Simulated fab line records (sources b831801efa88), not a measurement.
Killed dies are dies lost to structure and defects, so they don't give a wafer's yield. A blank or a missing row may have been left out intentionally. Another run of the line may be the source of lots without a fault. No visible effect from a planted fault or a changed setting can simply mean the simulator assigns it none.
Which of the tools did it? :: flow gf180mcu :: 12 lots with 36 wafers sampled at 3 steps, on a route of 602 steps

== WHAT EACH GAUGE READ, for each wafer ==
GF_MVSD_TW_MEAS_11.
lot: L880
measured: day 4 17:20
on: film metro-02
MVSD_TW: 1545 1545 1535

lot: L881
measured: day 5 00:17
on: film metro-01
MVSD_TW: 1578 1584 1579

lot: L882
measured: day 5 01:36
on: film metro-01
MVSD_TW: 1942 1938 1930

lot: L883
measured: day 5 05:23
on: film metro-02
MVSD_TW: 1904 1899 1909

lot: L884
measured: day 5 12:28
on: film metro-01
MVSD_TW: 1575 1576 1575

lot: L889
measured: day 6 20:41
on: film metro-02
MVSD_TW: 1547 1550 1547

lot: L894
measured: day 7 16:40
on: film metro-01
MVSD_TW: 1591 1586 1584

lot: L895
measured: day 8 05:10
on: film metro-02
MVSD_TW: 1539 1551 1539

lot: L897
measured: day 8 14:05
on: film metro-02
MVSD_TW: 1536 1540 1546

lot: L898
measured: day 8 17:05
on: film metro-03
MVSD_TW: 1572 1571 1575

lot: L901
measured: day 9 22:46
on: film metro-02
MVSD_TW: 1545 1545 1542

lot: L903
measured: day 10 03:56
on: film metro-01
MVSD_TW: 1590 1591 1597

GF_VT_IMPLANT_RS_MEAS_46: uses a four-point probe to measure.
lot: L880
measured: day 7 20:36
on: film metro-03
MVSD_RS (ohm/sq): 456.1 456.4 457.0

lot: L881
measured: day 8 03:59
on: film metro-02
MVSD_RS (ohm/sq): 456.6 456.1 457.6

lot: L882
measured: day 8 04:55
on: film metro-03
MVSD_RS (ohm/sq): 334.2 335.0 334.7

lot: L883
measured: day 8 07:31
on: film metro-02
MVSD_RS (ohm/sq): 335.7 335.8 334.9

lot: L884
measured: day 8 14:44
on: film metro-01
MVSD_RS (ohm/sq): 458.8 457.3 459.3

lot: L889
measured: day 10 06:13
on: film metro-02
MVSD_RS (ohm/sq): 456.4 457.0 457.6

lot: L894
measured: day 11 08:30
on: film metro-01
MVSD_RS (ohm/sq): 456.5 456.6 457.8

lot: L895
measured: day 11 22:56
on: film metro-01
MVSD_RS (ohm/sq): 457.0 457.8 457.4

lot: L897
measured: day 12 09:04
on: film metro-03
MVSD_RS (ohm/sq): 457.5 456.6 457.1

lot: L898
measured: day 12 11:35
on: film metro-01
MVSD_RS (ohm/sq): 457.9 457.9 457.7

lot: L901
measured: day 13 20:55
on: film metro-03
MVSD_RS (ohm/sq): 457.3 456.9 456.5

lot: L903
measured: day 14 02:41
on: film metro-03
MVSD_RS (ohm/sq): 455.4 453.9 455.2

== EACH LOT AND THE TOOL THAT RAN IT (in order: tool; ch and the chambers of the sampled wafers; start) ==
lot: L880
GF_MVSD_IMPLANT_08: implanter-01 ch 0, day 4 16:58

lot: L881
GF_MVSD_IMPLANT_08: implanter-03 ch 0, day 4 23:54

lot: L882
GF_MVSD_IMPLANT_08: implanter-03 ch 0, day 5 00:53

lot: L883
GF_MVSD_IMPLANT_08: implanter-03 ch 0, day 5 04:40

lot: L884
GF_MVSD_IMPLANT_08: implanter-01 ch 0, day 5 12:04

lot: L889
GF_MVSD_IMPLANT_08: implanter-01 ch 0, day 6 20:19

lot: L894
GF_MVSD_IMPLANT_08: implanter-01 ch 0, day 7 16:18

lot: L895
GF_MVSD_IMPLANT_08: implanter-01 ch 0, day 8 04:46

lot: L897
GF_MVSD_IMPLANT_08: implanter-02 ch 0, day 8 13:43

lot: L898
GF_MVSD_IMPLANT_08: implanter-01 ch 0, day 8 16:41

lot: L901
GF_MVSD_IMPLANT_08: implanter-01 ch 0, day 9 22:22

lot: L903
GF_MVSD_IMPLANT_08: implanter-03 ch 0, day 10 03:32
- GF_MVSD_IMPLANT_08

== WHAT THE TOOLS THEMSELVES READ (means of the sampled wafers that have a number; where no wafer has one, the mark that the record gives instead) ==
GF_MVSD_IMPLANT_08.
lot: L880
tool: implanter-01
beam on s (s): 10.03

lot: L881
tool: implanter-03
beam on s (s): 9.97

lot: L882
tool: implanter-03
beam on s (s): 10.02

lot: L883
tool: implanter-03
beam on s (s): 9.95

lot: L884
tool: implanter-01
beam on s (s): 10.10

lot: L889
tool: implanter-01
beam on s (s): 10.04

lot: L894
tool: implanter-01
beam on s (s): 10.06

lot: L895
tool: implanter-01
beam on s (s): 10.12

lot: L897
tool: implanter-02
beam on s (s): 10.01

lot: L898
tool: implanter-01
beam on s (s): 10.01

lot: L901
tool: implanter-01
beam on s (s): 10.08

lot: L903
tool: implanter-03
beam on s (s): 9.74

== THE ANSWER, worked out from the rows above alone ==
Rule: what is usual is taken from the lots themselves. Put in order of their means at a reading, lots are off if they are a third of the lots or fewer, leave a main group of 4 or more, and stand apart from it by a gap of 3 or more times the standard deviation of the main group's means; of several such gaps the widest counts. If all means in a main group match to the digits the tables above print for the reading, that group is not used. Also off: a lot with no number at a reading for which 4 or more lots have one. Any other lot the step has rows for is counted as sound. First the gauges in route order, then the tools' own readings, where a lot's mean is used as printed above. The first step at which some lot is off is used, and at that step the reading that is off furthest; a lot without a number counts as furthest.
Off: at GF_MVSD_TW_MEAS_11 (MVSD_TW), L882, L883. Mean 1563 and standard deviation 20 in the main group.
If a tool, at a process step before that reading, ran all the lots that are off and no sound lot after the first of them, it fits. Gauges at GF_MVSD_TW_MEAS_11: tried the same way as those tools. Of those tried, none fits.

== WHAT THE SIMULATOR HAD PUT IN ==
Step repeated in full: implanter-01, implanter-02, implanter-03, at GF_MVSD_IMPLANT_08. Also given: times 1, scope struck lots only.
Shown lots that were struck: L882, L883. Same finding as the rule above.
